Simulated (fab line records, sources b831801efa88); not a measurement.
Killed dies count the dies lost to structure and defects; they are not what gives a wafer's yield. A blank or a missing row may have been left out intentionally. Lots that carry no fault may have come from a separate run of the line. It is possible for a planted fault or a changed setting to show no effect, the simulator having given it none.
Code-filled problem report in 8D (eight disciplines) form / flow sky130 / the parts of the form that need people (team, actions taken, sign-off) are left out

## 1. WHAT IS WRONG
Across 6 wafers from 2 lots, POLY_GATE_CVD_00_THK at SKY_POLY_GATE_THK_MEAS_01 averages 122.4 nm, while fault-free wafers read 179.6 nm with a standard deviation of 2.1. That puts it -27 standard deviations away from the usual mean.
First observed at day 15 20:22: wafer L990.1, on filmMetro-04. The record has a number at this step for 36 wafers belonging to 12 lots. Rule for "out", or "out of limits": more than 4 standard deviations from the usual mean. The rest of the wafers with a number are treated as sound.

## 2. WHAT THIS IS AND IS NOT
question=which readings at this step | is=POLY_GATE_CVD_00_THK | is not=-
question=which lots | is=L990, L991 | is not=L100, L102, L104, L105, L106, L107, L108, L986, L988, L999
question=which wafers of those lots | is=all that have a number | is not=-
question=read on which gauges | is=filmMetro-04 | is not=filmMetro-02, filmMetro-03
question=when | is=from day 15 20:22 | is not=up to then (6 sound wafers); but 24 sound wafers of L100, L102, L104, L105, L106, L107, L108, L999 came after

## 3. THE SUSPECTS, EACH WITH WHAT RULES IT OUT
Counting: any tool at a process step up to the reading is kept as a suspect provided that every lot that is out went through it and no sound lot did after the first of them.
- the gauge at SKY_POLY_GATE_THK_MEAS_01 is ruled out. All the wafers that are out were read on filmMetro-04, but those of them that SKY_POLY_GATE_ETCH_17 has rows for are out there too, on other tools.
- lpcvd-01 at SKY_POLY_GATE_CVD_00 (deposits poly-Si, target thk 180 nm, time 720 s): ruled out as a lasting fault. The sound lots L999, L100, L102, L104, L106, L105, L108, L107 went through it after L990, its earliest lot that is out (day 15 19:10).
Left after counting: nothing in the record.

## 4. THE CAUSE (what the simulator had put in)
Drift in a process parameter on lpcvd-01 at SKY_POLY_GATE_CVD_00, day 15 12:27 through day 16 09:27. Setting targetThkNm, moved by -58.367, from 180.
Counting ruled it out, wrongly: the rule takes a fault to strike every lot that its tool runs from its start on, and this one did not.

## 5. THE CHAIN OF EFFECTS, in route order
One row per reading whose mean, taken over the struck wafers that have a number, lies over 3 standard deviations from the usual. Scope: only readings with a usual standard deviation given in the record; hours: median across lots of the time from each lot's start at the first step in this table that gives one to its start at this step; sigmas: change in usual standard deviations.
hours=0; step=SKY_POLY_GATE_THK_MEAS_01; reading=POLY_GATE_CVD_00_THK; usual=179.6 nm; on struck wafers=122.4; change=-57.2; sigmas=-27
hours=60; step=SKY_POLY_GATE_ETCH_17; reading=oesProductAu; usual=0.984 a.u.; on struck wafers=0.766; change=-0.218; sigmas=-27
Its process steps:
- SKY_POLY_GATE_ETCH_17: etches poly-Si in HBr/Cl2, stops on SiO2, target depth 180 nm, time 70.5 s.
Later measuring or inspecting steps at which every struck wafer that the step has a row for has a number for every such reading, and none has moved that far: SKY_POLY_GATE_THK_MEAS_21, SKY_POLY_GATE_CD_MEAS_22.

## 6. HOW IT WOULD HAVE BEEN CAUGHT EARLIER
Counted from the fault's start at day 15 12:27, it took 8 hours until the first out-of-limits reading at a measuring or inspecting step in this record, taken at day 15 20:22.
